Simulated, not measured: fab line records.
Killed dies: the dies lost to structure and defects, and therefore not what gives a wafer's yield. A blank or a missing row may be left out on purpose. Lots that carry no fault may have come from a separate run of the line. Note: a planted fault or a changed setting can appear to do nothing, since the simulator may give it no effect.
Which of the tools did it? | flow sky130 | 18 wafers from 6 lots sampled at 2 of the route's 708 steps

## WHAT THE GAUGES READ, wafer by wafer
SKY_POLY_CUT_CD_MEAS_08: the cd target is 270 nm.
lot  | measured     | on        | cd nm (nm)
L610 | day 25 19:07 | cd sem-01 | 269.8 270.5 270.7
L613 | day 26 02:08 | cd sem-01 | 268.9 268.3 267.9
L621 | day 28 16:10 | cd sem-01 | 270.5 269.8 269.8
L623 | day 29 01:03 | cd sem-01 | 268.8 270.8 268.0
L624 | day 29 19:31 | cd sem-01 | 270.0 270.7 272.3
L630 | day 31 17:11 | cd sem-02 | 268.7 269.2 269.7

## WHICH TOOL RAN EACH LOT (tool, then ch and the chambers of the sampled wafers, then the start)
lot  | SKY_LDD_LDN_EXPOSE_04
L610 | iline stepper-02 ch 0, day 23 19:36
L613 | iline stepper-01 ch 0, day 24 01:52
L621 | iline stepper-01 ch 0, day 26 17:36
L623 | iline stepper-01 ch 0, day 27 05:39
L624 | iline stepper-02 ch 0, day 27 21:58
L630 | iline stepper-02 ch 0, day 29 19:16
- SKY_LDD_LDN_EXPOSE_04: exposes mask LDNTM, target cd 700 nm.

## THE ANSWER, worked out from the rows above alone
Rule: the lots themselves supply what counts as usual. Put in order of their means at a reading, lots are off if they are a third of the lots or fewer, leave a main group of 4 or more, and stand apart from it by a gap of 3 or more times the standard deviation of the main group's means; of several such gaps the widest counts. Not used: any main group whose means are identical at the precision the tables above print for the reading. A lot without any number at a reading at which 4 lots or more have one is off too. Any other lot the step has rows for is counted as sound.
None of the lots is off at any reading shown; this tells nothing.

## WHAT THE SIMULATOR PUT IN
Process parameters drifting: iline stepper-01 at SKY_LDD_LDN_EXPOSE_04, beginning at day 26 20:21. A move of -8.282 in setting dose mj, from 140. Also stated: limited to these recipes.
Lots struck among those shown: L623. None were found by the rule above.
